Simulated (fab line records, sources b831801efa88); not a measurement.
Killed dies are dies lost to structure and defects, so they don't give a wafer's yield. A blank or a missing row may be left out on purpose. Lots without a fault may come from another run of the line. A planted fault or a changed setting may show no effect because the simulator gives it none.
Chamber matching | flow sky130 | SKY_VIA2_CMP_02 on cmp-02: 4 sister chambers
The step polishes SiO2. 8 wafers are shown with their chamber, then 9 later ones without.

WAFERS WITH THEIR CHAMBER
wafer  | chamber | motor_current_A (A) | edge_zone_pressure_frac
L442.3 | 2       | 11.3                | 1.005
L442.4 | 0       | 10.3                | 0.998
L447.1 | 3       | 12.4                | 1.001
L447.2 | 1       | 11.4                | 1.000
L447.4 | 0       | 10.6                | 1.001
L448.1 | 1       | 11.7                | 1.001
L448.3 | 3       | 12.8                | 1.000
L448.4 | 2       | 11.9                | 1.000

WAFERS WITHOUT THEIR CHAMBER
wafer  | motor_current_A (A) | edge_zone_pressure_frac
L449.2 | 13.0                | 1.004
L449.5 | 11.1                | 0.997
L449.6 | 11.2                | 0.997
L450.1 | 12.3                | 1.006
L450.3 | 10.6                | 1.007
L450.6 | 13.0                | 0.999
L453.3 | 11.7                | 1.001
L453.4 | 10.4                | 0.996
L453.6 | 12.0                | 0.997

WHICH CHAMBER EACH WENT THROUGH
wafer  | from the rows above          | in truth
L449.2 | 3                            | 3
L449.5 | can't be placed: 1 or 0 or 2 | 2
L449.6 | can't be placed: 1 or 0 or 2 | 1
L450.1 | can't be placed: 3 or 2 or 1 | 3
L450.3 | can't be placed: 0 or 2 or 1 | 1
L450.6 | 3                            | 3
L453.3 | can't be placed: 1 or 2      | 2
L453.4 | 0                            | 0
L453.6 | can't be placed: 1 or 3 or 2 | 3
Placed correctly: 3 of 9. Can't be placed from these rows: 6 (the true chamber is among the candidates in 6). Placed wrongly: 0.
How it was worked out, from the rows above alone: a wafer's distance from a chamber is the root of the sum, over the readings, of the square of ((its reading less the chamber's mean) divided by the reading's scatter). The wafer belongs to the nearest chamber; if the next one is less than 2 further off, it can't be placed. A chamber's mean is the mean of its shown wafers. The scatter: the root of (the sum of the squares of (reading less its chamber's mean) over the shown wafers, divided by (wafers less chambers)).
